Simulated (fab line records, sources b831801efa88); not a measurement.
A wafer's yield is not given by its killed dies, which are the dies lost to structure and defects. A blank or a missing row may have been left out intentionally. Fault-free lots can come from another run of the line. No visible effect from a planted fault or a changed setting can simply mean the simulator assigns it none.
Problem report in the 8D (eight disciplines) form, filled by code -- flow gf180mcu -- the parts of the form that need people (team, actions taken, sign-off) are left out

== 1. WHAT IS WRONG ==
Across 6 wafers from 2 lots, HV_LDD_3_TW at GF_HV_LDD_TW_MEAS_38 averages 1341, while fault-free wafers read 1449 with a standard deviation of 11. Measured from the usual mean, that is -9.8 standard deviations.
First seen on wafer L572.2, day 16 08:19, on film metro-02. The record holds 39 wafers of 13 lots with a number at this step. By rule, "out" or "out of limits" means more than 4 standard deviations away from the usual mean. Any other wafer with a number is counted as sound.

== 2. WHAT IT IS, AND WHAT IT ISN'T ==
question,is,is not
which readings at this step,HV_LDD_3_TW,-
which lots,"L572, L573","L558, L559, L561, L564, L565, L566, L568, L569, L576, L578, L580"
which wafers of those lots,all that have a number,-
read on which gauges,film metro-02,"film metro-01, film metro-03"
when,from day 16 08:19,"up to then (24 sound wafers); but 9 sound wafers of L576, L578, L580 came after"

== 3. WHAT RULES OUT EACH SUSPECT ==
Counting: a tool stays on the suspect list if, at a process step up to the reading, it processed all lots that are out and no sound lot following the first of them.
- the gauge at GF_HV_LDD_TW_MEAS_38 has been ruled out. All the wafers that are out were read on film metro-02, but those of them that GF_HV_LDD_IMPLANT_35 has rows for are out there too, on other tools.
- implanter-04 at GF_HV_LDD_IMPLANT_35: kept. Every lot that is out went through it, starting with L572 (day 16 07:39), and after that it ran no sound lot; the last sound lot it ran before then is L569 (day 15 07:01). On those wafers its own readings are out: dose ions cm2, faraday current uA.
The count leaves implanter-04 at GF_HV_LDD_IMPLANT_35.

== 4. THE CAUSE (what the simulator had put in) ==
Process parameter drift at GF_HV_LDD_IMPLANT_35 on implanter-04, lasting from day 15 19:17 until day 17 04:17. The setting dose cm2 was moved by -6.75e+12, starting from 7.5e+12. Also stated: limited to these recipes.
Only this tool survived the counting.

== 5. THE EFFECT CHAIN, in route order ==
Rows list readings where the struck wafers' mean (over those with a number) sits beyond 3 standard deviations from the usual. Only readings for which the record gives a usual standard deviation are gone through. hours: the time from each lot's start at the first step in this table that gives one to its start at this step, as a median over the lots. sigmas: the change in usual standard deviations.
hours,step,reading,usual,on struck wafers,change,sigmas
0,GF_HV_LDD_IMPLANT_35,dose ions cm2,7.501e+12,7.500e+11,-6.751e+12,-99 or more
0,GF_HV_LDD_IMPLANT_35,faraday current uA,42.2,4.3,-37.9,-46
1,GF_HV_LDD_TW_MEAS_38,HV_LDD_3_TW,1449,1341,-108,-9.8
24,GF_HV_LDD_RS_MEAS_53,HV_LDD_RS,417.8 ohm/sq,436.7,+18.9,+19
Process steps it contains:
- GF_HV_LDD_IMPLANT_35
At these later measuring or inspecting steps, every struck wafer for which the step has a row has a number for every such reading, and none has moved that far: GF_HV_LDD_OVL_MEAS_47, GF_NSD_OVL_MEAS_08, GF_PSD_TW_MEAS_11.

== 6. HOW IT WOULD HAVE BEEN CAUGHT EARLIER ==
13 hours passed between the start of the fault at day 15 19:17 and the first reading out of limits at a measuring or inspecting step in this record, taken at day 16 08:19.
The tool's own readings at GF_HV_LDD_IMPLANT_35 were out on every struck wafer that the step has a row for (dose ions cm2, faraday current uA): an alarm limit on them would have fired on the first of those.
Among the 2 lots that are out, L573 began GF_HV_LDD_IMPLANT_35 on implanter-04 after day 16 08:19. Holding the tool at that time would have saved it.
